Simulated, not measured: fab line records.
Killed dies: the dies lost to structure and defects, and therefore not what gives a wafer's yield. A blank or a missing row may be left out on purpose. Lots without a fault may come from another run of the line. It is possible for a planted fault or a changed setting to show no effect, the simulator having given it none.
fab line records ; flow sky130
record lots=10; wafers=30; last-day=47
route steps=708 shown LDD_LDN@299 POLY_CUT@316
lots with no fault: from the same line, run without faults
start-h: the number of hours between the record's first day and the start of the first shown wafer of the lot ; wait-h: hours elapsed since this lot's preceding step ; " identical to the entry in the row above ; L1.1+2: several wafers, shown together as one row ; - no value, or no start was given ; * or withheld: withheld ; < > ~ a bound
route shown NAME@n: NAME is a module with steps in the file, n the number in the route of the first one ; usual: mean and standard deviation over wafers with no fault ; same: alike in all rows ; chamber/n: place in a boat ; sites: each site's reading ; _std_site: standard deviation of those values ; _edge_site: outer sites' mean less inner sites' ; radius-mm: for every site, how far away it sits from the centre of the wafer ; mask NAME#n: copy n ; behind: the last tool/chamber to shape the wafer ; hold: why the lot went on hold/how many hours it stayed there/how the hold came to an end ; device: names the non-switching transistor (n, p or np) ; end of line: at the end of the route, the tests of the same wafers ; for a step that has no rows: nothing shown but its recipe ; killed: not the wafer's yield, but the dies lost to structure and defects at the first sort ; map: shows each die of a wafer: x if killed, . if not, _ if none is there
set.NAME: the setting the step ran with; set.NAME@STEP: the setting that earlier step ran with ; model.NAME: the simulator's own value behind a step, which no gauge read
one table for each step of the route and one row for each wafer, over a sample of lots
services: when a tool's chamber went out of use (start-h, in hours from the record's first day, below 0 if earlier), for how many hours, and the reason
## steps
# step SKY_LDD_LDN_IMPLANT_10
# recipe species=As; energy-kev=15; dose-cm2=1.25e+13; tilt-deg=withheld; rotation-deg=203
# usual implant-ion-amu=75/0
lot.wafer;tool;chamber;start-h;wait-h;implant-ion-amu
L560.1;implanter-03;0;529.93;0.1;75
L560.3;implanter-03;0;529.93;0.1;75
L560.5;implanter-03;0;529.93;0.1;75
L561.2;implanter-02;0;531.75;0.1;75
L561.3;implanter-02;0;531.75;0.1;75
L561.5;implanter-02;0;531.75;0.1;75
L562.2;implanter-04;0;544.21;0.1;75
L562.3;implanter-04;0;544.21;0.1;75
L562.4;implanter-04;0;544.21;0.1;75
L563.1;implanter-03;0;553.73;0.1;75
L563.5;implanter-03;0;553.73;0.1;75
L563.6;implanter-03;0;553.73;0.1;75
L564.1;implanter-02;0;559.88;0.1;75
L564.3;implanter-02;0;559.88;0.1;75
L564.5;implanter-02;0;559.88;0.1;75
L565.3;implanter-02;0;567.38;0.1;75
L565.4;implanter-02;0;567.38;0.1;75
L565.6;implanter-02;0;567.38;0.1;75
L566.1;implanter-04;0;595.43;0.1;31
L566.2;implanter-04;0;595.43;0.1;31
L566.4;implanter-04;0;595.43;0.1;31
L567.2;implanter-03;0;596.35;0.1;31
L567.4;implanter-03;0;596.35;0.1;31
L567.5;implanter-03;0;596.35;0.1;31
L568.2;implanter-04;0;601.11;0.1;31
L568.5;implanter-04;0;601.11;0.1;31
L568.6;implanter-04;0;601.11;0.1;31
L569.4;implanter-04;0;605.35;0.1;31
L569.5;implanter-04;0;605.35;0.1;31
L569.6;implanter-04;0;605.35;0.1;31
# step SKY_LDD_LDN_TW_MEAS_13
# usual LDD_LDN_TW=1480/7.5
lot.wafer;tool;chamber;start-h;wait-h;LDD_LDN_TW
L560.1;film-metro-04;-;530.33;0.1;1486
L560.3;film-metro-04;-;530.33;0.1;1483
L560.5;film-metro-04;-;530.33;0.1;1484
L561.2;film-metro-04;-;532.14;0.1;1490
L561.3;film-metro-04;-;532.14;0.1;1476
L561.5;film-metro-04;-;532.14;0.1;1481
L562.2;film-metro-04;-;544.59;0.1;1486
L562.3;film-metro-04;-;544.59;0.1;1469
L562.4;film-metro-04;-;544.59;0.1;1489
L563.1;film-metro-02;-;554.13;0.1;1481
L563.5;film-metro-02;-;554.13;0.1;1482
L563.6;film-metro-02;-;554.13;0.1;1478
L564.1;film-metro-02;-;560.28;0.1;1487
L564.3;film-metro-02;-;560.28;0.1;1485
L564.5;film-metro-02;-;560.28;0.1;1479
L565.3;film-metro-01;-;567.75;0.1;1471
L565.4;film-metro-01;-;567.75;0.1;1481
L565.6;film-metro-01;-;567.75;0.1;1485
L566.1;film-metro-02;-;595.83;0.1;1402
L566.2;film-metro-02;-;595.83;0.1;1398
L566.4;film-metro-02;-;595.83;0.1;1405
L567.2;film-metro-01;-;596.74;0.1;1426
L567.4;film-metro-01;-;596.74;0.1;1420
L567.5;film-metro-01;-;596.74;0.1;1426
L568.2;film-metro-01;-;601.49;0.1;1411
L568.5;film-metro-01;-;601.49;0.1;1414
L568.6;film-metro-01;-;601.49;0.1;1412
L569.4;film-metro-01;-;605.71;0.1;1414
L569.5;film-metro-01;-;605.71;0.1;1414
L569.6;film-metro-01;-;605.71;0.1;1413
# step SKY_POLY_CUT_OVL_MEAS_09
# usual POLY_CUT_OVL=3/6.6
lot.wafer;tool;chamber;start-h;wait-h;POLY_CUT_OVL[nm]
L560.1;overlay-02;-;561.56;0.1;0
L560.3;overlay-02;-;561.56;0.1;11
L560.5;overlay-02;-;561.56;0.1;3
L561.2;overlay-01;-;564.32;0.1;17
L561.3;overlay-01;-;564.32;0.1;12
L561.5;overlay-01;-;564.32;0.1;11
L562.2;overlay-02;-;576.27;0.1;1
L562.3;overlay-02;-;576.27;0.1;2
L562.4;overlay-02;-;576.27;0.1;-12
L563.1;overlay-01;-;585.41;0.1;5
L563.5;overlay-01;-;585.41;0.1;-8
L563.6;overlay-01;-;585.41;0.1;-3
L564.1;overlay-01;-;592.21;0.1;3
L564.3;overlay-01;-;592.21;0.1;9
L564.5;overlay-01;-;592.21;0.1;3
L565.3;overlay-01;-;598.73;0.1;0
L565.4;overlay-01;-;598.73;0.1;-2
L565.6;overlay-01;-;598.73;0.1;2
L566.1;overlay-01;-;637.54;0.1;12
L566.2;overlay-01;-;637.54;0.1;13
L566.4;overlay-01;-;637.54;0.1;15
L567.2;overlay-01;-;638.07;0.1;7
L567.4;overlay-01;-;638.07;0.1;7
L567.5;overlay-01;-;638.07;0.1;0
L568.2;overlay-02;-;638.42;0.1;-14
L568.5;overlay-02;-;638.42;0.1;-8
L568.6;overlay-02;-;638.42;0.1;-6
L569.4;overlay-01;-;638.78;0.1;-1
L569.5;overlay-01;-;638.78;0.1;4
L569.6;overlay-01;-;638.78;0.1;-7
# step SKY_POLY_CUT_ETCH_11
# recipe target=Si3N4; chemistry=CF4/CH2F2/Ar; stop-on=poly-Si; source-w=600; bias-w=150; pressure-mtorr=40; cf4-flow-sccm=40; ch2f2-flow-sccm=20; Ar_flow_sccm=150; time-s=42.5; target-depth-a=600
# usual bias-w=150.0/0.43; drypump-motor-current-A=5.5/0.41; oes-product-au=0.829/0.0067; throttle-valve-pct=14.995/0.0092
# same time-s=42.5
lot.wafer;tool;chamber;start-h;wait-h;bias-w;drypump-motor-current-A;oes-product-au;rf-hours-counter-h;throttle-valve-pct
L560.1;rie-diel-01;2;561.64;0.0;150.3;5.9;0.833;9;15.011
L560.3;rie-diel-01;3;561.64;0.0;150.0;5.6;0.834;8;15.002
L560.5;rie-diel-01;3;561.64;0.0;149.9;5.6;0.841;-;15.004
L561.2;rie-diel-04;0;564.39;0.0;149.8;4.8;0.831;6;15.008
L561.3;rie-diel-04;3;564.39;0.0;150.2;5.3;0.833;0;14.998
L561.5;rie-diel-04;1;564.39;0.0;149.7;5.5;0.830;-;14.984
L562.2;rie-diel-01;1;576.34;0.0;150.7;4.9;0.833;1;14.999
L562.3;rie-diel-01;2;576.34;0.0;149.8;5.9;0.829;9;14.991
L562.4;rie-diel-01;0;576.34;0.0;149.8;5.7;0.828;9;14.994
L563.1;rie-diel-01;1;585.49;0.0;150.0;4.9;0.830;2;14.994
L563.5;rie-diel-01;2;585.49;0.0;149.2;5.9;0.836;-;15.001
L563.6;rie-diel-01;3;585.49;0.0;149.6;5.6;0.828;-;14.987
L564.1;rie-diel-01;3;592.29;0.0;150.1;5.6;0.831;9;15.014
L564.3;rie-diel-01;0;592.29;0.0;150.5;5.7;0.820;9;14.980
L564.5;rie-diel-01;1;592.29;0.0;150.4;4.8;0.836;-;14.989
L565.3;rie-diel-02;2;598.79;0.0;150.4;5.7;0.838;57;14.995
L565.4;rie-diel-02;0;598.79;0.0;149.4;6.0;0.831;18;14.993
L565.6;rie-diel-02;3;598.79;0.0;150.2;5.0;0.834;-;15.000
L566.1;rie-diel-04;2;637.61;0.0;150.0;5.9;0.831;39;14.987
L566.2;rie-diel-04;0;637.61;0.0;150.0;4.8;0.829;7;14.992
L566.4;rie-diel-04;3;637.61;0.0;149.9;5.3;0.824;1;14.994
L567.2;rie-diel-01;3;638.14;0.0;150.5;5.6;0.836;10;15.003
L567.4;rie-diel-01;0;638.14;0.0;149.7;5.7;0.832;9;15.003
L567.5;rie-diel-01;1;638.14;0.0;149.5;4.8;0.831;-;15.007
L568.2;rie-diel-02;2;638.49;0.0;149.9;5.7;0.830;58;15.000
L568.5;rie-diel-02;2;638.49;0.0;149.9;5.7;0.835;-;14.984
L568.6;rie-diel-02;1;638.49;0.0;150.4;5.7;0.834;-;14.984
L569.4;rie-diel-04;1;638.84;0.0;150.7;5.5;0.824;7;14.997
L569.5;rie-diel-04;2;638.84;0.0;150.1;5.9;0.829;-;15.015
L569.6;rie-diel-04;3;638.84;0.0;149.8;5.3;0.830;-;14.995
# step SKY_POLY_CUT_STRIP_12
# recipe chemistry=O2/N2; power-w=1400; pressure-mtorr=1500; platen-temp-c=withheld; o2-flow-sccm=3000; n2-flow-sccm=300; overash-fraction=0.5
# usual drypump-motor-current-A=5.6/0.4; oes-product-au=0.452/0.0047; strip-time-to-endpoint-s=5.358/0.018
lot.wafer;tool;chamber;start-h;wait-h;drypump-motor-current-A;oes-product-au;rf-hours-counter-h;strip-time-to-endpoint-s
L560.1;plasma-asher-01;0;561.68;0.0;5.4;0.453;43;5.359
L560.3;plasma-asher-01;0;561.68;0.0;5.4;0.443;-;5.379
L560.5;plasma-asher-01;0;561.68;0.0;5.4;0.451;-;5.385
L561.2;plasma-asher-02;0;564.43;0.0;5.8;0.452;88;5.371
L561.3;plasma-asher-02;0;564.43;0.0;5.9;0.455;-;5.384
L561.5;plasma-asher-02;0;564.43;0.0;5.9;0.447;-;5.380
L562.2;plasma-asher-03;0;576.38;0.0;6.0;0.446;13;5.389
L562.3;plasma-asher-03;0;576.38;0.0;6.0;0.449;-;5.371
L562.4;plasma-asher-03;1;576.38;0.0;5.5;0.453;-;5.355
L563.1;plasma-asher-02;1;585.53;0.0;4.7;0.452;90;5.345
L563.5;plasma-asher-02;1;585.53;0.0;4.7;0.450;-;5.319
L563.6;plasma-asher-02;0;585.53;0.0;5.9;0.454;-;5.337
L564.1;plasma-asher-03;0;592.33;0.0;6.0;0.454;14;5.363
L564.3;plasma-asher-03;0;592.33;0.0;6.0;0.448;-;5.344
L564.5;plasma-asher-03;1;592.33;0.0;5.5;0.457;-;5.363
L565.3;plasma-asher-03;0;598.87;0.1;6.0;0.454;-;5.339
L565.4;plasma-asher-03;1;598.87;0.1;5.6;0.444;-;5.370
L565.6;plasma-asher-03;0;598.87;0.1;6.0;0.454;-;5.345
L566.1;plasma-asher-02;1;637.65;0.0;4.7;0.453;96;5.398
L566.2;plasma-asher-02;0;637.65;0.0;5.8;0.456;96;5.368
L566.4;plasma-asher-02;0;637.65;0.0;5.8;0.449;-;5.374
L567.2;plasma-asher-03;1;638.18;0.0;5.6;0.461;20;5.345
L567.4;plasma-asher-03;1;638.18;0.0;5.5;0.448;-;5.371
L567.5;plasma-asher-03;0;638.18;0.0;6.0;0.447;-;5.345
L568.2;plasma-asher-01;0;638.53;0.0;5.5;0.457;52;5.372
L568.5;plasma-asher-01;0;638.53;0.0;5.5;0.454;-;5.367
L568.6;plasma-asher-01;1;638.53;0.0;5.5;0.458;-;5.369
L569.4;plasma-asher-03;1;638.91;0.1;5.6;0.459;-;5.379
L569.5;plasma-asher-03;0;638.91;0.1;6.0;0.444;-;5.363
L569.6;plasma-asher-03;1;638.91;0.1;5.6;0.453;-;5.366
## services
tool;chamber;start-h;hours;kind
implanter-02;-;508.42;4.0;pm
rie-diel-02;2;518.10;6.9;repair
rie-diel-04;3;523.66;-;clean
rie-diel-04;3;523.66;20.5;scheduled-down
rie-diel-04;3;523.66;20.5;vent-cycle
implanter-02;-;527.32;4.0;repair
implanter-03;-;531.66;2.6;repair
rie-diel-02;-;534.46;18.6;repair
rie-diel-01;-;541.82;2.8;pm
plasma-asher-01;-;547.51;7.4;repair
implanter-04;-;564.33;1.2;repair
rie-diel-04;-;570.04;2.8;pm
rie-diel-04;2;586.77;6.2;repair
implanter-02;-;592.76;2.9;repair
rie-diel-02;-;611.99;0.6;repair
rie-diel-01;0;618.34;3.7;repair
rie-diel-02;-;621.62;2.8;pm
plasma-asher-03;-;624.44;0.9;repair
implanter-04;-;630.38;3.9;repair
implanter-03;-;633.40;2.1;repair
## key
first-sign step=SKY_LDD_LDN_IMPLANT_10; reading=implant-ion-amu; direction=down; sigmas=99+; usual=75; struck=31
effect step=SKY_LDD_LDN_TW_MEAS_13; reading=LDD_LDN_TW; direction=down; sigmas=9; usual=1480; struck=1413
met-at SKY_LDD_LDN_IMPLANT_10
struck-lots L566,L567,L568,L569
tester-left-out L566,L567,L568,L569
not-acting-at SKY_POLY_CUT_OVL_MEAS_09,SKY_POLY_CUT_ETCH_11,SKY_POLY_CUT_STRIP_12
onset-between 567.38 595.43
fault kind=wrong-recipe-download; tool=implanter-02,implanter-03,implanter-04; chamber=-; onset-h=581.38; steps=SKY_LDD_LDN_IMPLANT_10; wrong-recipe.not-listed=1
# tester-left-out: of these lots the tester's yield and bins aren't shown, on N5 and GAA mostly nor the transistor test; their killed dies are dies lost to structure and defects alone, not to doping, threshold or leakage, so they don't give the yield
